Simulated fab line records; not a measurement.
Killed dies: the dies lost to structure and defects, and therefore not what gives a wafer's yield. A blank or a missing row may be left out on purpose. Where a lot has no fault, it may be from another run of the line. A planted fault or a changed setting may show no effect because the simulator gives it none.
Which of the tools did it? -- flow gf180mcu -- 13 lots, 39 wafers sampled, at 3 steps of a route of 602

WHAT EACH GAUGE READ, for each wafer
GF_VT_IMPLANT_OVL_MEAS_29.
lot,measured,on,VT_IMPLANT_02_OVL (nm)
L507,day 7 02:05,overlay-02,0.0 -1.9 -0.9
L510,day 7 17:47,overlay-01,-0.7 -0.7 0.5
L511,day 7 22:34,overlay-01,1.1 1.6 0.4
L515,day 9 00:40,overlay-01,0.1 -0.6 -1.1
L516,day 9 05:30,overlay-01,-0.7 1.9 3.0
L517,day 9 13:32,overlay-01,1.2 -0.9 1.5
L518,day 9 20:10,overlay-01,-0.2 1.3 0.4
L519,day 10 01:24,overlay-01,1.0 2.7 1.8
L523,day 11 05:03,overlay-01,1.2 -0.4 1.6
L526,day 12 01:34,overlay-02,-0.6 -2.1 -0.8
L527,day 12 08:47,overlay-02,-0.8 -0.8 0.8
L528,day 12 12:49,overlay-01,1.4 1.9 2.5
L529,day 12 23:01,overlay-01,1.2 2.0 0.6

EACH LOT AND THE TOOL THAT RAN IT (in order: tool; ch and the chambers of the sampled wafers; start)
lot,GF_DNWELL_STRIP_08,GF_VT_IMPLANT_STRIP_20
L507,"plasma_asher-03 ch 0,1, day 2 22:59","plasma_asher-01 ch 0, day 6 10:14"
L510,"plasma_asher-01 ch 0,1, day 3 12:02","plasma_asher-02 ch 0,1, day 7 01:32"
L511,"plasma_asher-03 ch 0,1, day 3 15:42","plasma_asher-01 ch 0,1, day 7 05:59"
L515,"plasma_asher-01 ch 0,1, day 4 13:14","plasma_asher-04 ch 0,1, day 8 08:29"
L516,"plasma_asher-03 ch 0,1, day 4 17:44","plasma_asher-04 ch 0,1, day 8 12:40"
L517,"plasma_asher-01 ch 0,1, day 5 00:57","plasma_asher-04 ch 0,1, day 8 20:53"
L518,"plasma_asher-01 ch 0,1, day 5 04:32","plasma_asher-02 ch 0,1, day 9 03:20"
L519,"plasma_asher-02 ch 0,1, day 5 08:53","plasma_asher-01 ch 0,1, day 9 08:11"
L523,"plasma_asher-02 ch 0,1, day 6 06:59","plasma_asher-01 ch 0,1, day 10 10:56"
L526,"plasma_asher-02 ch 0,1, day 6 23:10","plasma_asher-01 ch 0,1, day 11 06:16"
L527,"plasma_asher-03 ch 0,1, day 7 06:20","plasma_asher-02 ch 0,1, day 11 13:56"
L528,"plasma_asher-02 ch 0,1, day 7 09:42","plasma_asher-01 ch 0,1, day 11 17:28"
L529,"plasma_asher-02 ch 0,1, day 7 16:06","plasma_asher-04 ch 0,1, day 12 03:26"
- GF_DNWELL_STRIP_08: strips in O2/N2.
- GF_VT_IMPLANT_STRIP_20: strips in O2/N2.

AS READ BY THE TOOLS THEMSELVES (means over the sampled wafers that have a number; for cases with no such wafer, the mark the record gives instead)
GF_DNWELL_STRIP_08.
lot,tool,drypump_motor_current_A (A),heater_power_w (W),oes_product_au (a.u.),strip_time_to_endpoint_s (s)
L507,plasma_asher-03,5.63,295,0.730,36.91
L510,plasma_asher-01,5.83,343,0.720,36.97
L511,plasma_asher-03,5.60,302,0.727,36.96
L515,plasma_asher-01,5.87,340,0.722,36.99
L516,plasma_asher-03,5.59,298,0.721,36.90
L517,plasma_asher-01,5.85,337,0.719,36.94
L518,plasma_asher-01,6.13,367,0.721,37.09
L519,plasma_asher-02,5.81,385,0.723,37.04
L523,plasma_asher-02,5.80,381,0.716,37.19
L526,plasma_asher-02,5.81,377,0.723,36.87
L527,plasma_asher-03,5.58,313,0.723,36.98
L528,plasma_asher-02,5.81,383,0.721,37.03
L529,plasma_asher-02,5.77,354,0.721,37.03

GF_VT_IMPLANT_STRIP_20.
lot,tool,drypump_motor_current_A (A),heater_power_w (W),oes_product_au (a.u.),strip_time_to_endpoint_s (s)
L507,plasma_asher-01,6.4,377,0.717,12.649
L510,plasma_asher-02,5.8,378,0.719,12.629
L511,plasma_asher-01,5.9,342,0.719,12.665
L515,plasma_asher-04,6.0,364,0.715,12.601
L516,plasma_asher-04,6.0,364,0.718,12.578
L517,plasma_asher-04,6.0,359,0.718,12.658
L518,plasma_asher-02,5.8,381,0.712,12.649
L519,plasma_asher-01,5.9,343,0.716,12.655
L523,plasma_asher-01,6.1,358,0.717,12.630
L526,plasma_asher-01,5.9,341,0.714,12.643
L527,plasma_asher-02,5.8,357,0.720,12.669
L528,plasma_asher-01,5.9,341,0.717,12.625
L529,plasma_asher-04,5.7,327,0.718,12.664

THE ANSWER, worked out from the rows above alone
Rule: the usual values come from the lots themselves. The widest of any qualifying gaps counts: lots, ordered by their means at a reading, are off when they make up no more than a third of the lots, leave a main group of 4 or more, and stand apart from it by 3 or more times the standard deviation of that group's means. A main group is skipped when, at the precision printed for the reading in the tables above, its means are all equal. Also off: a lot with no number at a reading for which 4 or more lots have one. All remaining lots with rows at the step are treated as sound. Order of review: gauges by route order, followed by the tools' own readings, for which a lot's mean as printed above is used. The first step at which some lot is off is used, and at that step the reading that is off furthest; a lot without a number counts as furthest.
Across all readings shown, no lot is off: no conclusion can be drawn from this.

WHAT THE SIMULATOR HAD INSERTED
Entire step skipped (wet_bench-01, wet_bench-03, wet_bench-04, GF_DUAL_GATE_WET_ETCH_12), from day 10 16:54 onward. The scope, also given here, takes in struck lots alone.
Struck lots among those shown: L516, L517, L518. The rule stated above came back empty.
